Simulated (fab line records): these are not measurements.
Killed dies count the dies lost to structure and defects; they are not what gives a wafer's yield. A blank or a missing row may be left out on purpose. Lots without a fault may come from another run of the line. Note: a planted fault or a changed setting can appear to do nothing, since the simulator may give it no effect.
One fault through the eyes of 2 desks -- flow gf180mcu -- every desk sees just its own numbers, and what lay behind them comes last

== THE METROLOGY DESK ==
Means of the sampled wafers that have a number, per lot and without regard to the tool the lot ran on: this is what the gauges read. If a lot's mean is further than 4 standard deviations from the usual mean, the lot is out of limits and carries the mark OUT (the distance appears in the brackets).
Columns: A = V1_CVD_00_THK at GF_V1_THK_MEAS_01, usual 599 nm; B = V1_CVD_02_THK at GF_V1_THK_MEAS_03, usual 851 nm; C = V1_BOW at GF_V1_BOW_MEAS_05, usual 82 um; D = cd-nm at GF_V1_CD_MEAS_14, usual 260.0 nm; E = V1_OVL at GF_V1_OVL_MEAS_15, usual 1 nm
lot,first seen here,A,B,C,D,E
L322,day 17 08:58,595,858,80,259.3,8
L324,day 18 00:25,604,843,76,258.4,-4
L331,day 20 23:29,599,863,81,261.8,-3
L333,day 21 13:35,592,835,80,259.8,1
L334,day 22 08:05,608,858,83,259.3,-1
L339,day 23 15:55,598,852,90,261.0,4
Finding of this desk: none of the 6 lots has anything out of limits.

== FOR THE TOOL OWNER'S DESK: krf-scanner-02 ==
The tool's own readings at GF_V1_EXPOSE_11 (exposes mask Via1, target cd 260 nm): means of the sampled wafers that have a number, for each lot that ran on this tool. If a lot's mean is further than 4 standard deviations from the usual mean, the lot is out of limits and carries the mark OUT (the distance appears in the brackets).
Columns: A = focus-offset-nm at GF_V1_EXPOSE_11, usual -0.1 nm
lot,first seen here,A
L324,day 18 13:01,0.2
L331,day 21 12:07,0.2
L333,day 22 01:57,-0.2
L334,day 22 20:12,-0.2
Finding of this desk: none of the 4 lots has anything out of limits.

== TAKEN TOGETHER ==
At the metrology desk, nothing out of limits was observed.
The tool owner's desk saw nothing out of limits.

== WHAT THE SIMULATOR PUT IN ==
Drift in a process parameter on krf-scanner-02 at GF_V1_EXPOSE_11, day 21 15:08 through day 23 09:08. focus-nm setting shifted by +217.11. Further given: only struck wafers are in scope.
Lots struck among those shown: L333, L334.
